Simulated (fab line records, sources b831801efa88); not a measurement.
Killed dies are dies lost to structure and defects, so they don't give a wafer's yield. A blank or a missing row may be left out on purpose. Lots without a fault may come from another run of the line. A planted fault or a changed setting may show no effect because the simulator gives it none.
Which tool did it? | flow sky130 | 13 lots, 39 wafers sampled, at 2 steps of a route of 708

WHAT THE GAUGES READ, wafer by wafer
SKY_POLY_GATE_THK_MEAS_04.
lot  | measured     | on            | POLY_GATE_CVD_03_THK (nm)
L484 | day 15 09:40 | film_metro-02 | 74.0 74.1 74.2
L485 | day 15 19:58 | film_metro-03 | 73.5 73.7 74.0
L486 | day 16 02:35 | film_metro-03 | 75.2 75.2 74.6
L487 | day 16 17:28 | film_metro-04 | 74.0 74.1 73.7
L489 | day 17 08:13 | film_metro-04 | 74.6 74.8 74.7
L490 | day 17 18:38 | film_metro-02 | 76.0 75.7 75.9
L494 | day 19 05:18 | film_metro-03 | 76.7 75.6 76.4
L495 | day 19 10:21 | film_metro-03 | 76.0 75.7 76.3
L497 | day 19 19:01 | film_metro-03 | 74.9 74.5 75.2
L502 | day 21 21:46 | film_metro-03 | 75.3 75.6 75.1
L505 | day 22 15:38 | film_metro-04 | 75.5 75.4 75.5
L504 | day 22 19:14 | film_metro-02 | 75.5 75.7 75.3
L507 | day 23 14:40 | film_metro-03 | 74.5 74.6 75.0

SKY_LDD_N_OVL_MEAS_07.
lot  | measured     | on         | LDD_N_OVL (nm)
L484 | day 17 20:37 | overlay-01 | 0.5 -0.3 1.5
L485 | day 18 07:49 | overlay-01 | -1.6 -0.3 -0.7
L486 | day 18 14:49 | overlay-01 | 1.3 2.6 0.9
L487 | day 19 08:40 | overlay-01 | -0.5 0.9 -1.0
L489 | day 20 01:56 | overlay-02 | 0.1 0.6 -0.5
L490 | day 20 10:58 | overlay-01 | 1.3 0.8 1.9
L494 | day 21 20:02 | overlay-02 | 1.3 0.4 1.5
L495 | day 22 01:26 | overlay-01 | 0.9 -0.3 -0.4
L497 | day 22 09:55 | overlay-02 | -1.4 -0.6 -2.0
L502 | day 24 12:03 | overlay-02 | 1.0 0.1 1.3
L505 | day 25 05:49 | overlay-01 | 4.3 2.5 1.9
L504 | day 25 10:34 | overlay-02 | 0.9 0.4 -0.2
L507 | day 26 03:19 | overlay-02 | -0.9 -1.0 -1.5

WHICH TOOL RAN EACH LOT (tool, then ch and the chambers of the sampled wafers, then the start)
The record holds no process step before these readings.

WHAT THE TOOLS THEMSELVES READ (means of the sampled wafers that have a number; where no wafer has one, the mark that the record gives instead)
The record holds no such reading with a usual standard deviation.

THE ANSWER, worked out from the rows above alone
Rule: what is usual is taken from the lots themselves. Put in order of their means at a reading, lots are off if they are a third of the lots or fewer, leave a main group of 4 or more, and stand apart from it by a gap of 3 or more times the standard deviation of the main group's means; of several such gaps the widest counts. A main group whose means are all the same, to the digits that the tables above print for the reading, isn't used. A lot without any number at a reading at which 4 lots or more have one is off too. The other lots that the step has rows for count as sound. The gauges are gone through in route order, then the tools' own readings, and for those a lot's mean is taken as printed above. The first step at which some lot is off is used, and at that step the reading that is off furthest; a lot without a number counts as furthest.
No lot is off at any reading shown: from this, nothing can be told.

WHAT THE SIMULATOR HAD PUT IN
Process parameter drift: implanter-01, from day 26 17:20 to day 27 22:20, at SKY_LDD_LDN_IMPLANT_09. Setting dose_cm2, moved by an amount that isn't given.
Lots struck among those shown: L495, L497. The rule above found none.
